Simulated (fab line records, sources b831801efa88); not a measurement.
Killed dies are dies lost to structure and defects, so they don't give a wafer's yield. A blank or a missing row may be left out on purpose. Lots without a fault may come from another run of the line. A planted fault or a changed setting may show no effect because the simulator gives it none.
Split-lot experiment | flow gf180mcu | 5 lots, 23 wafers read, on a route of 602 steps

THE SPLIT
At GF_STI_CVD_03 (deposits Si3N4 from DCS/NH3, target thk 207.16 nm, time 3551 s), the setting temp_c was moved away from the recipe's 770 C on 15 of the 23 wafers read, by -2.1% to +1.8%. The other wafers ran this setting at the recipe's value.

FROM THE SPLIT TO THE READING: what the file shows between them, 4 steps
- GF_STI_THK_MEAS_04
- GF_STI_PEB_10: peb time 90 s (also split here: peb_temp_c)
- GF_STI_DEVELOP_11: develop time 60 s
- GF_STI_CD_MEAS_12: target cd 220 nm

THE READING
oes_product_au, in a.u., at GF_STI_ETCH_13 (etches the open film in CHF3/O2, stops on Si, target depth 282.31 nm, time 112.9 s). Fault-free wafers of this fab line usually give 0.830 a.u., standard deviation 0.0073 a.u..

wafer  | tool, chamber at the split | temp_c as run, C | against the recipe | oes_product_au, a.u. | against lot-mates on the recipe
L075.1 | -, -                       | 784.1            | +1.8%              | 0.967                | no lot-mate on the recipe
L075.2 | -, -                       | 784.1            | +1.8%              | 0.966                | no lot-mate on the recipe
L075.3 | -, -                       | 784.1            | +1.8%              | 0.970                | no lot-mate on the recipe
L075.5 | -, -                       | 784.1            | +1.8%              | 0.963                | no lot-mate on the recipe
L075.6 | -, -                       | 784.1            | +1.8%              | 0.973                | no lot-mate on the recipe
L076.1 | -, -                       | 762.8            | -0.9%              | 0.789                | no lot-mate on the recipe
L076.2 | -, -                       | 762.8            | -0.9%              | 0.766                | no lot-mate on the recipe
L076.3 | -, -                       | 762.8            | -0.9%              | 0.768                | no lot-mate on the recipe
L076.5 | -, -                       | 762.8            | -0.9%              | 0.768                | no lot-mate on the recipe
L076.6 | -, -                       | 762.8            | -0.9%              | 0.766                | no lot-mate on the recipe
L079.1 | -, -                       | 753.8            | -2.1%              | 0.705                | no lot-mate on the recipe
L079.2 | -, -                       | 753.8            | -2.1%              | 0.698                | no lot-mate on the recipe
L079.3 | -, -                       | 753.8            | -2.1%              | 0.700                | no lot-mate on the recipe
L079.4 | -, -                       | 753.8            | -2.1%              | 0.708                | no lot-mate on the recipe
L079.5 | -, -                       | 753.8            | -2.1%              | 0.702                | no lot-mate on the recipe
L080.1 | lpcvd-01, 1                | 770              | recipe             | 0.820                | -
L080.2 | lpcvd-01, 1                | 770              | recipe             | 0.830                | -
L080.6 | lpcvd-01, 1                | 770              | recipe             | 0.831                | -
L085.1 | -, -                       | 770              | recipe             | 0.836                | -
L085.2 | -, -                       | 770              | recipe             | 0.852                | -
L085.4 | -, -                       | 770              | recipe             | 0.845                | -
L085.5 | -, -                       | 770              | recipe             | 0.839                | -
L085.6 | -, -                       | 770              | recipe             | 0.836                | -

THE FIT
A straight line over all 23 wafers: oes_product_au changes by +0.0678 a.u. for each +1% of temp_c; r = +1.00; the points scatter about the line by 0.0088 a.u..
Too few moved wafers have a lot-mate on the recipe to fit a line with each lot's own level taken away.

THE WHOLE CHAIN: every reading that the file lists as answering this split, in the file's order
step               | what it does                                                                       | reading                                                                     | change (the file's fit)                  | r (the file's)
GF_STI_CVD_03      | deposits Si3N4 from DCS/NH3, target thk 207.16 nm, time 3551 s                     | Si3N4_of_STI_CVD_03.thk_nm (the simulator's own value, which no gauge read) | +30.7 nm for each +1% of the setting     | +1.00
GF_STI_THK_MEAS_04 |                                                                                    | STI_CVD_03_THK                                                              | +30.7 for each +1% of the setting        | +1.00
GF_STI_ETCH_13     | etches the open film in CHF3/O2, stops on Si, target depth 282.31 nm, time 112.9 s | oes_product_au                                                              | +0.0678 a.u. for each +1% of the setting | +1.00
GF_STI_ETCH_13     | etches the open film in CHF3/O2, stops on Si, target depth 282.31 nm, time 112.9 s | etch.depth_nm (the simulator's own value, which no gauge read)              | +27.8 nm for each +1% of the setting     | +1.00
GF_STI_WET_ETCH_17 | etches Si3N4 in H3PO4, target depth 45 nm, time 514 s                              | Si3N4_of_STI_CVD_03.thk_nm (the simulator's own value, which no gauge read) | +30.1 nm for each +1% of the setting     | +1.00

THE FILE'S OWN FIT
oes_product_au changes by +0.0678 a.u. for each +1% of temp_c, r = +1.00.
